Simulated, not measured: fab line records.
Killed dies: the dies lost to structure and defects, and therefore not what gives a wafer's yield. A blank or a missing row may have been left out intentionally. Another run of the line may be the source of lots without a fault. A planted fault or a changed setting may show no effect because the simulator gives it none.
Matching of chambers / flow sky130 / 4 sister chambers for SKY_CONTACT_CMP_04 on cmp-02
The step polishes SiO2. 8 wafers are shown with their chamber, then 7 later ones without.

== WAFERS PAIRED WITH THEIR CHAMBERS ==
wafer=L452.3; chamber=3; slurry flow ml min=149.9; motor current A (A)=11.8
wafer=L463.1; chamber=2; slurry flow ml min=150.5; motor current A (A)=11.1
wafer=L463.3; chamber=1; slurry flow ml min=150.3; motor current A (A)=11.5
wafer=L463.4; chamber=3; slurry flow ml min=150.0; motor current A (A)=10.2
wafer=L466.3; chamber=1; slurry flow ml min=149.8; motor current A (A)=12.2
wafer=L466.5; chamber=0; slurry flow ml min=150.3; motor current A (A)=10.7
wafer=L467.1; chamber=0; slurry flow ml min=150.3; motor current A (A)=10.4
wafer=L467.2; chamber=2; slurry flow ml min=150.7; motor current A (A)=10.8

== WAFERS WHOSE CHAMBER IS MISSING ==
wafer=L467.6; slurry flow ml min=150.5; motor current A (A)=11.2
wafer=L468.1; slurry flow ml min=150.3; motor current A (A)=11.3
wafer=L468.5; slurry flow ml min=150.6; motor current A (A)=10.9
wafer=L468.6; slurry flow ml min=150.3; motor current A (A)=11.4
wafer=L472.1; slurry flow ml min=149.9; motor current A (A)=12.4
wafer=L472.2; slurry flow ml min=149.7; motor current A (A)=10.1
wafer=L472.4; slurry flow ml min=150.1; motor current A (A)=11.1

== EACH ONE'S CHAMBER ==
wafer=L467.6; from the rows above=can't be placed: 2 or 0 or 1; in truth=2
wafer=L468.1; from the rows above=can't be placed: 0 or 1 or 2 or 3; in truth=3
wafer=L468.5; from the rows above=can't be placed: 2 or 0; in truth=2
wafer=L468.6; from the rows above=can't be placed: 0 or 1 or 2 or 3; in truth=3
wafer=L472.1; from the rows above=can't be placed: 1 or 3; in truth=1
wafer=L472.2; from the rows above=can't be placed: 3 or 0 or 1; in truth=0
wafer=L472.4; from the rows above=can't be placed: 3 or 1 or 0 or 2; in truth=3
Correctly placed: 0 of 7. Cannot be placed on the basis of these rows: 7; the candidates contain the true chamber in 7. 0 placed wrongly.
How it was worked out, from the rows above alone: a wafer's distance from a chamber is the root of the sum, over the readings, of the square of ((its reading less the chamber's mean) divided by the reading's scatter). If the next closest chamber is less than 2 further off than the closest, the wafer can't be placed; otherwise it belongs to the closest. For every chamber, the mean is computed from those of its wafers that are shown. The scatter: the root of (the sum of the squares of (reading less its chamber's mean) over the shown wafers, divided by (wafers less chambers)).
